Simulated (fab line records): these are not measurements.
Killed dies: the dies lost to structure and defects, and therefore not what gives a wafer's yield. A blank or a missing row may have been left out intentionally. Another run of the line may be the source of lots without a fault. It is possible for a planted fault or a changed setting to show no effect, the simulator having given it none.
fab line records | flow sky130
record lots=12 | wafers=36 | lastDay=50
route steps=708 shown NWELL@76 VT_ADJUST_HVTP@95 VT_ADJUST_LVTN@116 PAD_OPEN@708
lots that met no fault: taken from a fault-free run of the same line
startH: hours from the record's first day to the start of the lot's first wafer shown | waitH: how many hours have passed since the lot's step before this one | " repeats the value in the row above | L1.1+2: a row that stands for several wafers | - value missing, or start not given | * or withheld: withheld | < > ~ a bound
route shown NAME@n: a module of which the file shows steps, and the number in the route of the first | usual: mean/standard deviation of fault-free wafers | same: alike in all rows | chamber/n: place in a boat | sites: the reading at each site | _std_site: the standard deviation of these | _edge_site: mean of outer sites minus mean of inner sites | radiusMm: how far each site lies from the wafer's centre | mask NAME#n: copy n | behind: tool/chamber where the wafer was last shaped | hold: why the lot went on hold/how many hours it stayed there/how the hold came to an end | device: the n, p or np transistor that did not switch | end of line: the route-end tests of the same wafers | step lacking rows: just its recipe | killed: dies lost to structure and defects at the first sort, not the wafer's yield | map: a wafer's dies, x killed, . not, _ none there
set.NAME: the run value of the setting; set.NAME@STEP: its run value at that earlier step | model.NAME: the simulator's own value behind a step, which no gauge read
a sample of lots followed through the steps of the route, with each step as a table and each wafer as a row
services: when a tool's chamber went out of use (startH, in hours from the record's first day, below 0 if earlier), for how many hours, and the reason
## steps
# step SKY_NWELL_OVL_MEAS_23
# usual NWELL_01_OVL=-0.8/1.1
lot.wafer | tool       | chamber | startH | waitH | NWELL_01_OVL[nm]
L145.2    | overlay-02 | -       | 114.26 | -     | 1.0
L145.3    | "          | -       | "      | "     | 0.4
L145.6    | "          | -       | "      | "     | 1.2
L149.1    | overlay-01 | -       | 130.80 | -     | -0.9
L149.2    | "          | -       | "      | "     | -1.6
L149.4    | "          | -       | "      | "     | 0.2
L150.1    | overlay-02 | -       | 135.59 | -     | -0.3
L150.2    | "          | -       | "      | "     | -0.4
L150.5    | "          | -       | "      | "     | -1.3
L156.1    | overlay-01 | -       | 175.25 | -     | -1.8
L156.3    | "          | -       | "      | "     | -1.7
L156.4    | "          | -       | "      | "     | -1.1
L158.3    | overlay-02 | -       | 186.31 | -     | -0.9
L158.4    | "          | -       | "      | "     | -1.9
L158.5    | "          | -       | "      | "     | -0.3
L159.2    | overlay-02 | -       | 193.62 | -     | -0.6
L159.3    | "          | -       | "      | "     | 0.6
L159.4    | "          | -       | "      | "     | 0.2
L160.2    | overlay-01 | -       | 198.35 | -     | 0.1
L160.3    | "          | -       | "      | "     | -1.2
L160.4    | "          | -       | "      | "     | -0.6
L161.4    | overlay-02 | -       | 206.87 | -     | -1.0
L161.5    | "          | -       | "      | "     | -1.1
L161.6    | "          | -       | "      | "     | -0.9
L162.3    | overlay-02 | -       | 211.92 | -     | 0.9
L162.4    | "          | -       | "      | "     | 0.5
L162.6    | "          | -       | "      | "     | -1.2
L163.3    | overlay-01 | -       | 217.57 | -     | -0.2
L163.4    | "          | -       | "      | "     | 0.3
L163.5    | "          | -       | "      | "     | -0.1
L164.2    | overlay-01 | -       | 223.61 | -     | -2.8
L164.3    | "          | -       | "      | "     | -2.6
L164.6    | "          | -       | "      | "     | -1.4
L165.2    | overlay-02 | -       | 232.40 | -     | -1.2
L165.3    | "          | -       | "      | "     | 1.1
L165.6    | "          | -       | "      | "     | -1.2
# step SKY_NWELL_STRIP_25
# recipe chemistry=O2/N2 | powerW=1400 | pressureMtorr=1500 | platenTempC=withheld | o2FlowSccm=3000 | n2FlowSccm=300 | overashFraction=0.5
# usual drypumpMotorCurrentA=5.46/0.27 | oesProductAu=0.722/0.0044 | stripTimeToEndpointS=36.93/0.11
lot.wafer | tool           | chamber | startH | waitH | drypumpMotorCurrentA | oesProductAu | rfHoursCounterH | stripTimeToEndpointS
L145.2    | plasmaAsher-01 | 0       | 114.44 | 0.1   | 5.09                 | 0.721        | 29              | 37.02
L145.3    | "              | 0       | "      | "     | 5.07                 | 0.713        | -               | 36.89
L145.6    | "              | 0       | "      | "     | 5.09                 | 0.730        | -               | 36.86
L149.1    | plasmaAsher-01 | 0       | 130.99 | 0.1   | 5.07                 | 0.721        | 31              | 36.77
L149.2    | "              | 1       | "      | "     | 5.15                 | 0.725        | 31              | 36.83
L149.4    | "              | 0       | "      | "     | 5.09                 | 0.730        | -               | 36.75
L150.1    | plasmaAsher-03 | 1       | 135.78 | 0.1   | 5.43                 | 0.718        | 2               | 37.04
L150.2    | "              | 0       | "      | "     | 5.80                 | 0.720        | 2               | 37.15
L150.5    | "              | 0       | "      | "     | 5.80                 | 0.726        | -               | 36.99
L156.1    | plasmaAsher-04 | 1       | 175.44 | 0.1   | 5.57                 | 0.723        | 51              | 37.16
L156.3    | "              | 1       | "      | "     | 5.57                 | 0.718        | -               | 37.13
L156.4    | "              | 0       | "      | "     | 5.73                 | 0.721        | -               | 37.20
L158.3    | plasmaAsher-03 | 1       | 186.51 | 0.1   | 5.42                 | 0.719        | -               | 37.08
L158.4    | "              | 0       | "      | "     | 5.79                 | 0.724        | -               | 36.91
L158.5    | "              | 1       | "      | "     | 5.43                 | 0.729        | -               | 36.98
L159.2    | plasmaAsher-01 | 1       | 193.80 | 0.1   | 5.15                 | 0.718        | 37              | 36.97
L159.3    | "              | 1       | "      | "     | 5.14                 | 0.721        | -               | 36.89
L159.4    | "              | 0       | "      | "     | 5.09                 | 0.715        | -               | 36.97
L160.2    | plasmaAsher-01 | 1       | 198.53 | 0.1   | 5.17                 | 0.723        | 37              | 36.92
L160.3    | "              | 1       | "      | "     | 5.16                 | 0.729        | -               | 36.94
L160.4    | "              | 0       | "      | "     | 5.09                 | 0.723        | -               | 37.02
L161.4    | plasmaAsher-03 | 0       | 207.07 | 0.1   | 5.81                 | 0.714        | -               | 37.00
L161.5    | "              | 1       | "      | "     | 5.41                 | 0.727        | -               | 37.06
L161.6    | "              | 0       | "      | "     | 5.80                 | 0.726        | -               | 36.95
L162.3    | plasmaAsher-04 | 0       | 212.13 | 0.1   | 5.74                 | 0.719        | -               | 36.93
L162.4    | "              | 1       | "      | "     | 5.53                 | 0.723        | -               | 37.00
L162.6    | "              | 0       | "      | "     | 5.73                 | 0.718        | -               | 37.03
L163.3    | plasmaAsher-03 | 0       | 217.78 | 0.1   | 5.77                 | 0.721        | -               | 37.00
L163.4    | "              | 1       | "      | "     | 5.42                 | 0.719        | -               | 36.85
L163.5    | "              | 1       | "      | "     | 5.42                 | 0.730        | -               | 36.94
L164.2    | plasmaAsher-03 | 0       | 223.79 | 0.1   | 5.82                 | 0.726        | 10              | 36.67
L164.3    | "              | 1       | "      | "     | 5.43                 | 0.727        | -               | 36.81
L164.6    | "              | 0       | "      | "     | 5.77                 | 0.724        | -               | 36.78
L165.2    | plasmaAsher-04 | 0       | 232.58 | 0.1   | 5.72                 | 0.728        | 56              | 37.01
L165.3    | "              | 0       | "      | "     | 5.73                 | 0.725        | -               | 37.03
L165.6    | "              | 1       | "      | "     | 5.57                 | 0.728        | -               | 37.06
# step SKY_VT_ADJUST_HVTP_STRIP_10
# recipe chemistry=O2/N2 | powerW=1400 | pressureMtorr=1500 | platenTempC=withheld | o2FlowSccm=3000 | n2FlowSccm=300 | overashFraction=0.5
# usual drypumpMotorCurrentA=5.5/0.38 | oesProductAu=0.716/0.0047 | stripTimeToEndpointS=14.18/0.039
lot.wafer | tool           | chamber | startH | waitH | drypumpMotorCurrentA | oesProductAu | rfHoursCounterH | stripTimeToEndpointS
L145.2    | plasmaAsher-04 | 0       | 134.00 | 0.1   | 5.7                  | 0.721        | 47              | 14.22
L145.3    | "              | 0       | "      | "     | 5.7                  | 0.715        | -               | 14.25
L145.6    | "              | 0       | "      | "     | 5.7                  | 0.721        | -               | 14.19
L149.1    | plasmaAsher-01 | 1       | 150.93 | 0.1   | 5.1                  | 0.713        | 33              | 14.21
L149.2    | "              | 0       | "      | "     | 5.1                  | 0.708        | 33              | 14.21
L149.4    | "              | 1       | "      | "     | 5.1                  | 0.712        | -               | 14.22
L150.1    | plasmaAsher-01 | 0       | 155.83 | 0.1   | 5.1                  | 0.718        | 33              | 14.15
L150.2    | "              | 1       | "      | "     | 5.2                  | 0.714        | 33              | 14.19
L150.5    | "              | 0       | "      | "     | 5.1                  | 0.717        | -               | 14.20
L156.1    | plasmaAsher-02 | 1       | 197.67 | 0.1   | 6.1                  | 0.713        | 52              | 14.22
L156.3    | "              | 1       | "      | "     | 6.1                  | 0.712        | -               | 14.22
L156.4    | "              | 0       | "      | "     | 5.7                  | 0.724        | -               | 14.19
L158.3    | plasmaAsher-01 | 1       | 208.46 | 0.1   | 5.2                  | 0.719        | -               | 14.19
L158.4    | "              | 0       | "      | "     | 5.1                  | 0.719        | -               | 14.20
L158.5    | "              | 1       | "      | "     | 5.2                  | 0.716        | -               | 14.17
L159.2    | plasmaAsher-02 | 1       | 216.27 | 0.1   | 6.1                  | 0.723        | 54              | 14.13
L159.3    | "              | 1       | "      | "     | 6.1                  | 0.716        | -               | 14.10
L159.4    | "              | 0       | "      | "     | 5.6                  | 0.716        | -               | 14.15
L160.2    | plasmaAsher-04 | 0       | 221.32 | 0.1   | 5.7                  | 0.711        | 55              | 14.16
L160.3    | "              | 0       | "      | "     | 5.8                  | 0.715        | -               | 14.13
L160.4    | "              | 1       | "      | "     | 5.6                  | 0.708        | -               | 14.13
L161.4    | plasmaAsher-01 | 1       | 230.96 | 0.1   | 5.1                  | 0.715        | -               | 14.11
L161.5    | "              | 1       | "      | "     | 5.1                  | 0.710        | -               | 14.16
L161.6    | "              | 0       | "      | "     | 5.1                  | 0.721        | -               | 14.18
L162.3    | plasmaAsher-02 | 0       | 235.29 | 0.1   | 5.7                  | 0.719        | -               | 14.08
L162.4    | "              | 1       | "      | "     | 6.2                  | 0.718        | -               | 14.15
L162.6    | "              | 1       | "      | "     | 6.1                  | 0.710        | -               | 14.13
L163.3    | plasmaAsher-02 | 1       | 241.51 | 0.1   | 6.1                  | 0.708        | -               | 14.14
L163.4    | "              | 0       | "      | "     | 5.7                  | 0.717        | -               | 14.15
L163.5    | "              | 1       | "      | "     | 6.1                  | 0.719        | -               | 14.13
L164.2    | plasmaAsher-02 | 0       | 248.22 | 0.1   | 5.7                  | 0.718        | 57              | 14.13
L164.3    | "              | 0       | "      | "     | 5.7                  | 0.712        | -               | 14.19
L164.6    | "              | 0       | "      | "     | 5.7                  | 0.711        | -               | 14.16
L165.2    | plasmaAsher-01 | 1       | 257.11 | 0.1   | 5.2                  | 0.708        | 43              | 14.15
L165.3    | "              | 1       | "      | "     | 5.1                  | 0.722        | -               | 14.17
L165.6    | "              | 1       | "      | "     | 5.2                  | 0.717        | -               | 14.18
# step SKY_VT_ADJUST_LVTN_IMPLANT_19
# recipe species=B | energyKev=30 | doseCm2=6.5e+11 | tiltDeg=withheld
# usual doseIonsCm2=6.501e+11/7.5e+08 | faradayCurrentUA=3.67/0.079
lot.wafer | tool         | chamber | startH | waitH | doseIonsCm2 | faradayCurrentUA
L145.2    | implanter-02 | 0       | 173.04 | 0.0   | 6.496e+11   | 3.66
L145.3    | "            | 0       | "      | "     | 6.489e+11   | 3.58
L145.6    | "            | 0       | "      | "     | 6.493e+11   | 3.56
L149.1    | implanter-01 | 0       | 190.98 | 0.0   | 3.405e+11   | 1.85
L149.2    | "            | 0       | "      | "     | 3.392e+11   | 1.95
L149.4    | "            | 0       | "      | "     | 3.409e+11   | 1.92
L150.1    | implanter-01 | 0       | 196.54 | 0.0   | 3.403e+11   | 1.92
L150.2    | "            | 0       | "      | "     | 3.403e+11   | 1.82
L150.5    | "            | 0       | "      | "     | 3.411e+11   | 1.96
L156.1    | implanter-03 | 0       | 243.68 | 0.0   | 6.504e+11   | 3.71
L156.3    | "            | 0       | "      | "     | 6.516e+11   | 3.59
L156.4    | "            | 0       | "      | "     | 6.508e+11   | 3.62
L158.3    | implanter-02 | 0       | 255.39 | 0.1   | 6.497e+11   | 3.84
L158.4    | "            | 0       | "      | "     | 6.502e+11   | 3.44
L158.5    | "            | 0       | "      | "     | 6.497e+11   | 3.60
L159.2    | implanter-03 | 0       | 263.18 | 0.0   | 6.504e+11   | 3.64
L159.3    | "            | 0       | "      | "     | 6.519e+11   | 3.60
L159.4    | "            | 0       | "      | "     | 6.502e+11   | 3.76
L160.2    | implanter-01 | 0       | 268.38 | 0.0   | 6.503e+11   | 3.59
L160.3    | "            | 0       | "      | "     | 6.495e+11   | 3.60
L160.4    | "            | 0       | "      | "     | 6.497e+11   | 3.76
L161.4    | implanter-03 | 0       | 278.03 | 0.1   | 6.491e+11   | 3.74
L161.5    | "            | 0       | "      | "     | 6.508e+11   | 3.81
L161.6    | "            | 0       | "      | "     | 6.504e+11   | 3.72
L162.3    | implanter-01 | 0       | 282.24 | 0.1   | 6.5e+11     | 3.72
L162.4    | "            | 0       | "      | "     | 6.505e+11   | 3.61
L162.6    | "            | 0       | "      | "     | 6.493e+11   | 3.58
L163.3    | implanter-01 | 0       | 289.50 | 0.1   | 6.501e+11   | 3.77
L163.4    | "            | 0       | "      | "     | 6.5e+11     | 3.75
L163.5    | "            | 0       | "      | "     | 6.508e+11   | 3.50
L164.2    | implanter-02 | 0       | 297.45 | 0.0   | 6.501e+11   | 3.57
L164.3    | "            | 0       | "      | "     | 6.508e+11   | 3.76
L164.6    | "            | 0       | "      | "     | 6.511e+11   | 3.60
L165.2    | implanter-01 | 0       | 307.88 | 0.0   | 6.494e+11   | 3.73
L165.3    | "            | 0       | "      | "     | 6.498e+11   | 3.75
L165.6    | "            | 0       | "      | "     | 6.509e+11   | 3.73
# step SKY_VT_ADJUST_LVTN_TW_MEAS_21
# usual VT_ADJUST_LVTN_2_TW=189.6/1.3
lot.wafer | tool         | chamber | startH | waitH | VT_ADJUST_LVTN_2_TW
L145.2    | filmMetro-02 | -       | 173.27 | 0.1   | 190.5
L145.3    | "            | -       | "      | "     | 190.5
L145.6    | "            | -       | "      | "     | 189.7
L149.1    | filmMetro-03 | -       | 191.23 | 0.1   | 157.9
L149.2    | "            | -       | "      | "     | 158.6
L149.4    | "            | -       | "      | "     | 158.1
L150.1    | filmMetro-02 | -       | 196.79 | 0.1   | 160.2
L150.2    | "            | -       | "      | "     | 158.8
L150.5    | "            | -       | "      | "     | 159.2
L156.1    | filmMetro-02 | -       | 243.93 | 0.1   | 190.2
L156.3    | "            | -       | "      | "     | 189.8
L156.4    | "            | -       | "      | "     | 192.2
L158.3    | filmMetro-02 | -       | 255.61 | 0.1   | 190.6
L158.4    | "            | -       | "      | "     | 190.3
L158.5    | "            | -       | "      | "     | 190.6
L159.2    | filmMetro-02 | -       | 263.41 | 0.1   | 190.3
L159.3    | "            | -       | "      | "     | 191.3
L159.4    | "            | -       | "      | "     | 191.2
L160.2    | filmMetro-04 | -       | 268.61 | 0.1   | 190.5
L160.3    | "            | -       | "      | "     | 190.5
L160.4    | "            | -       | "      | "     | 190.7
L161.4    | filmMetro-03 | -       | 278.23 | 0.1   | 188.0
L161.5    | "            | -       | "      | "     | 188.1
L161.6    | "            | -       | "      | "     | 188.4
L162.3    | filmMetro-02 | -       | 282.46 | 0.1   | 189.5
L162.4    | "            | -       | "      | "     | 189.1
L162.6    | "            | -       | "      | "     | 190.2
L163.3    | filmMetro-03 | -       | 289.72 | 0.1   | 187.3
L163.4    | "            | -       | "      | "     | 186.9
L163.5    | "            | -       | "      | "     | 187.8
L164.2    | filmMetro-02 | -       | 297.69 | 0.1   | 192.0
L164.3    | "            | -       | "      | "     | 190.6
L164.6    | "            | -       | "      | "     | 191.3
L165.2    | filmMetro-04 | -       | 308.11 | 0.1   | 188.1
L165.3    | "            | -       | "      | "     | 189.4
L165.6    | "            | -       | "      | "     | 188.3
# step SKY_PAD_OPEN_PROBE_99
# usual killed_at_M0_to_M3=43/7.7 | killed_at_M4_up=3.0/1.7 | killedAtContacts=24/5.2 | killedAtFrontEnd=15/4.5 | killedAtOther=0.3/0.5 | killedDies=85/9.5 | killedOpen=47/6.6 | killedShort=38/6.6
# same grossDies=492 | killedAtBackSide=0
lot.wafer | tool      | chamber | startH  | waitH | killed_at_M0_to_M3 | killed_at_M4_up | killedAtContacts | killedAtFrontEnd | killedAtOther | killedDies | killedOpen | killedShort
L163.3    | prober-01 | -       | 1176.39 | 0.2   | 36                 | 3               | 18               | 17               | 0             | 74         | 34         | 40
L163.4    | prober-01 | -       | 1176.44 | 0.2   | 49                 | 4               | 25               | 15               | 0             | 93         | 51         | 42
L163.5    | prober-01 | -       | 1176.49 | 0.2   | 39                 | 1               | 22               | 19               | 0             | 81         | 47         | 34
# killed by level:class
L163.3 CONTACT:geometricParticle:open=9 VIA1:geometricParticle:open=8 LOCAL_INTERCONNECT:geometricParticle:short=7 METAL1:geometricParticle:short=7 FIELD_ISO:geometricParticle:open=5 VIA2:geometricParticle:open=5 POLY_GATE:geometricParticle:short=4 METAL2:geometricParticle:short=4
L163.4 VIA1:geometricParticle:open=14 CONTACT:geometricParticle:open=9 POLY_GATE:geometricParticle:short=6 VIA2:geometricParticle:open=6 POLY_GATE:geometricParticle:open=5 LI_CONTACT:geometricParticle:open=5 LOCAL_INTERCONNECT:geometricParticle:short=5 METAL1:geometricParticle:short=5
L163.5 CONTACT:geometricParticle:open=9 VIA1:geometricParticle:open=9 POLY_GATE:geometricParticle:open=7 VIA2:geometricParticle:open=6 LI_CONTACT:geometricParticle:open=5 METAL2:geometricParticle:short=5 VIA3:geometricParticle:open=5 CONTACT:geometricParticle:short=4
## services
tool           | chamber | startH | hours | kind
plasmaAsher-03 | -       | 108.75 | 9.0   | pm
plasmaAsher-03 | 0       | 108.75 | 9.0   | ventCycle
plasmaAsher-03 | 1       | 108.75 | 9.0   | ventCycle
plasmaAsher-03 | 0       | 117.75 | -     | clean
plasmaAsher-03 | 1       | 117.75 | -     | clean
implanter-03   | -       | 183.98 | 4.8   | repair
implanter-03   | -       | 185.05 | 2.4   | repair
plasmaAsher-03 | -       | 194.28 | 5.4   | repair
plasmaAsher-04 | -       | 199.25 | 1.9   | repair
plasmaAsher-01 | -       | 211.20 | 2.1   | repair
implanter-01   | -       | 222.31 | 5.9   | pm
plasmaAsher-04 | -       | 252.40 | 4.3   | pm
implanter-03   | -       | 285.93 | 18.5  | pm
implanter-01   | -       | 304.57 | 1.0   | repair
plasmaAsher-02 | -       | 307.25 | 4.2   | repair
## key
firstSign step=SKY_VT_ADJUST_LVTN_IMPLANT_19 | reading=doseIonsCm2 | direction=down | sigmas=99+ | usual=* | struck=*
effect step=SKY_VT_ADJUST_LVTN_IMPLANT_19 | reading=faradayCurrentUA | direction=down | sigmas=22 | usual=3.67 | struck=1.90
effect step=SKY_VT_ADJUST_LVTN_TW_MEAS_21 | reading=VT_ADJUST_LVTN_2_TW | direction=down | sigmas=23 | usual=189.6 | struck=158.8
metAt SKY_VT_ADJUST_LVTN_IMPLANT_19
struckLots L149,L150
rowsEnd L149.1,L149.2,L149.4
testerLeftOut L150
notActingAt SKY_NWELL_OVL_MEAS_23,SKY_NWELL_STRIP_25,SKY_VT_ADJUST_HVTP_STRIP_10
fault kind=processParameterDrift | tool=implanter-01 | chamber=- | onsetH=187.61 | steps=SKY_VT_ADJUST_LVTN_IMPLANT_19 | channel=doseCm2 | offset=* | shape=step | endH=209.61 | actsIn=* | stated=*
# testerLeftOut: of these lots the tester's yield and bins aren't shown, on N5 and GAA mostly nor the transistor test; their killed dies are dies lost to structure and defects alone, not to doping, threshold or leakage, so they don't give the yield
# rowsEnd: these wafers met a further fault down the route, and their rows from its step on are left out
